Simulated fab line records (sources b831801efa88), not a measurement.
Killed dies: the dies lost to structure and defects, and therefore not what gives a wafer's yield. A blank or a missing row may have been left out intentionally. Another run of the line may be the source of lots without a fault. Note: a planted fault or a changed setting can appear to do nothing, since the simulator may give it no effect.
Which tool was responsible? + flow gf180mcu + Sampling: 13 lots, 39 wafers, 5 of 602 route steps

WHAT EACH GAUGE READ, for each wafer
GF_DNWELL_TW_MEAS_09.
| lot  | measured    | on            | DNWELL_TW      |
|------|-------------|---------------|----------------|
| L169 | day 2 17:53 | film metro-02 | 1350 1344 1358 |
| L170 | day 3 00:23 | film metro-03 | 1356 1347 1343 |
| L171 | day 3 05:32 | film metro-03 | 1347 1345 1348 |
| L173 | day 3 20:33 | film metro-03 | 1359 1352 1352 |
| L174 | day 4 02:01 | film metro-01 | 1347 1348 1345 |
| L175 | day 4 03:38 | film metro-03 | 1348 1353 1339 |
| L176 | day 4 09:26 | film metro-02 | 1355 1356 1347 |
| L177 | day 4 16:08 | film metro-03 | 1350 1357 1363 |
| L179 | day 5 00:56 | film metro-02 | 1345 1345 1347 |
| L180 | day 5 07:47 | film metro-02 | 1351 1351 1352 |
| L187 | day 6 17:17 | film metro-03 | 1351 1354 1353 |
| L188 | day 6 22:05 | film metro-02 | 1346 1350 1345 |
| L190 | day 7 09:11 | film metro-02 | 1352 1341 1352 |

GF_LVPWELL_OVL_MEAS_07.
| lot  | measured    | on         | LVPWELL_OVL (nm) |
|------|-------------|------------|------------------|
| L169 | day 3 19:59 | overlay-01 | -2.8 -2.1 -2.8   |
| L170 | day 4 02:14 | overlay-02 | -0.4 0.3 0.0     |
| L171 | day 4 06:31 | overlay-01 | -0.8 -0.8 -1.2   |
| L173 | day 5 00:37 | overlay-02 | -2.3 -2.3 -2.4   |
| L174 | day 5 05:26 | overlay-02 | 1.2 0.4 -0.4     |
| L175 | day 5 08:32 | overlay-02 | -1.4 -1.0 -3.6   |
| L176 | day 5 13:57 | overlay-02 | 2.3 0.7 0.5      |
| L177 | day 5 20:54 | overlay-01 | -2.4 -1.0 0.5    |
| L179 | day 6 06:56 | overlay-01 | -4.8 -3.0 -0.1   |
| L180 | day 6 13:12 | overlay-02 | 1.0 -0.5 0.5     |
| L187 | day 8 00:14 | overlay-02 | -0.9 1.2 -1.4    |
| L188 | day 8 05:38 | overlay-01 | -0.7 1.0 1.5     |
| L190 | day 8 18:02 | overlay-01 | 1.4 1.8 3.5      |

GF_VT_IMPLANT_RS_MEAS_48: uses a four-point probe to measure.
| lot  | measured     | on            | LVPWELL_RS (ohm/sq) |
|------|--------------|---------------|---------------------|
| L169 | day 7 14:02  | film metro-01 | 1199 1200 1199      |
| L170 | day 7 19:54  | film metro-02 | 1198 1197 1195      |
| L171 | day 8 01:38  | film metro-02 | 1190 1193 1192      |
| L173 | day 9 00:53  | film metro-01 | 1199 1200 1197      |
| L174 | day 9 03:40  | film metro-02 | 1199 1199 1198      |
| L175 | day 9 10:03  | film metro-02 | 1193 1194 1192      |
| L176 | day 9 14:53  | film metro-04 | 1198 1198 1199      |
| L177 | day 9 23:45  | film metro-02 | 1200 1199 1199      |
| L179 | day 10 12:29 | film metro-01 | 1193 1194 1194      |
| L180 | day 10 18:21 | film metro-02 | 1197 1198 1196      |
| L187 | day 12 13:13 | film metro-01 | 1223 1227 1228      |
| L188 | day 12 19:20 | film metro-02 | 1235 1232 1238      |
| L190 | day 13 09:22 | film metro-02 | 1201 1195 1195      |

WHAT TOOL EACH LOT RAN ON (gives the tool, then ch and the chambers of the sampled wafers, and finally the start)
| lot  | GF_DNWELL_STRIP_08                  | GF_LVPWELL_IMPLANT_09          |
|------|-------------------------------------|--------------------------------|
| L169 | plasma asher-02 ch 0,1, day 2 17:47 | implanter-04 ch 0, day 3 20:10 |
| L170 | plasma asher-02 ch 0,1, day 3 00:17 | implanter-02 ch 0, day 4 02:25 |
| L171 | plasma asher-04 ch 0,1, day 3 05:26 | implanter-04 ch 0, day 4 06:44 |
| L173 | plasma asher-04 ch 0,1, day 3 20:27 | implanter-04 ch 0, day 5 00:52 |
| L174 | plasma asher-04 ch 1, day 4 01:55   | implanter-04 ch 0, day 5 05:37 |
| L175 | plasma asher-03 ch 0,1, day 4 03:31 | implanter-04 ch 0, day 5 08:44 |
| L176 | plasma asher-03 ch 0,1, day 4 09:20 | implanter-02 ch 0, day 5 14:10 |
| L177 | plasma asher-02 ch 0,1, day 4 16:02 | implanter-02 ch 0, day 5 21:05 |
| L179 | plasma asher-02 ch 0,1, day 5 00:50 | implanter-01 ch 0, day 6 07:08 |
| L180 | plasma asher-02 ch 0,1, day 5 07:41 | implanter-02 ch 0, day 6 13:23 |
| L187 | plasma asher-02 ch 0,1, day 6 17:12 | implanter-02 ch 0, day 8 00:28 |
| L188 | plasma asher-03 ch 0,1, day 6 21:59 | implanter-02 ch 0, day 8 05:50 |
| L190 | plasma asher-02 ch 0,1, day 7 09:05 | implanter-01 ch 0, day 8 18:13 |
- GF_DNWELL_STRIP_08: strips in O2/N2.
- GF_LVPWELL_IMPLANT_09

AS READ BY THE TOOLS THEMSELVES (means over the sampled wafers that have a number; for cases with no such wafer, the mark the record gives instead)
GF_DNWELL_STRIP_08.
| lot  | tool            | drypump motor current A (A) | heater power w (W) | o2 flow sccm (sccm) | oes product au (a.u.) | strip time to endpoint s (s) |
|------|-----------------|-----------------------------|--------------------|---------------------|-----------------------|------------------------------|
| L169 | plasma asher-02 | 5.3                         | 363                | 3004                | 0.726                 | 36.87                        |
| L170 | plasma asher-02 | 5.3                         | 363                | 3003                | 0.721                 | 36.96                        |
| L171 | plasma asher-04 | 6.2                         | 375                | 3001                | 0.722                 | 36.90                        |
| L173 | plasma asher-04 | 5.8                         | 371                | 2994                | 0.723                 | 36.91                        |
| L174 | plasma asher-04 | 5.5                         | 354                | 3004                | 0.722                 | 37.01                        |
| L175 | plasma asher-03 | 5.6                         | 344                | 3002                | 0.723                 | 36.93                        |
| L176 | plasma asher-03 | 5.5                         | 366                | 2989                | 0.723                 | 36.84                        |
| L177 | plasma asher-02 | 5.3                         | 366                | 3000                | 0.725                 | 36.78                        |
| L179 | plasma asher-02 | 5.3                         | 361                | 2982                | 0.721                 | 36.83                        |
| L180 | plasma asher-02 | 5.5                         | 361                | 3002                | 0.725                 | 36.93                        |
| L187 | plasma asher-02 | 5.5                         | 365                | 3009                | 0.723                 | 36.94                        |
| L188 | plasma asher-03 | 5.6                         | 342                | 2998                | 0.718                 | 37.04                        |
| L190 | plasma asher-02 | 5.3                         | 357                | 3006                | 0.719                 | 37.04                        |

GF_LVPWELL_IMPLANT_09.
| lot  | tool         | end station pressure torr (Torr) |
|------|--------------|----------------------------------|
| L169 | implanter-04 | 5.01e-06                         |
| L170 | implanter-02 | 4.99e-06                         |
| L171 | implanter-04 | 4.97e-06                         |
| L173 | implanter-04 | 4.96e-06                         |
| L174 | implanter-04 | 4.77e-06                         |
| L175 | implanter-04 | 5.01e-06                         |
| L176 | implanter-02 | 5.23e-06                         |
| L177 | implanter-02 | 4.85e-06                         |
| L179 | implanter-01 | 4.95e-06                         |
| L180 | implanter-02 | 5.05e-06                         |
| L187 | implanter-02 | 4.96e-06                         |
| L188 | implanter-02 | 4.75e-06                         |
| L190 | implanter-01 | 5.21e-06                         |

THE ANSWER, worked out from the rows above alone
Rule: what is usual is taken from the lots themselves. Put in order of their means at a reading, lots are off if they are a third of the lots or fewer, leave a main group of 4 or more, and stand apart from it by a gap of 3 or more times the standard deviation of the main group's means; of several such gaps the widest counts. A main group whose means are all the same, to the digits that the tables above print for the reading, isn't used. Also off: a lot with no number at a reading for which 4 or more lots have one. Where the step has rows for the other lots, those lots are counted as sound. After the gauges, taken in route order, come the tools' own readings; for these a lot's mean is taken, as printed above. At the first step where some lot is off, the reading lying furthest off is the one used; lots without a number count as furthest.
Off: L187, L188, at GF_VT_IMPLANT_RS_MEAS_48 (LVPWELL_RS). Mean 1197 ohm/sq and standard deviation 2.6 in the main group.
A tool fits if, at a process step before that reading, it ran every lot that is off, and no sound lot after the first of them. Gauges at GF_VT_IMPLANT_RS_MEAS_48: tried the same way as those tools. One candidate fits, namely implanter-02 at GF_LVPWELL_IMPLANT_09. Its last sound lot is L180 (day 6 13:23), its first lot that is off L187 (day 8 00:28): a fault that began between those two fits.

WHAT THE SIMULATOR HAD PUT IN
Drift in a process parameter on implanter-02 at GF_LVPWELL_IMPLANT_09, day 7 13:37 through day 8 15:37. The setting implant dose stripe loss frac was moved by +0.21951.
Lots struck among those shown: L187, L188. The rule given above showed the same thing.
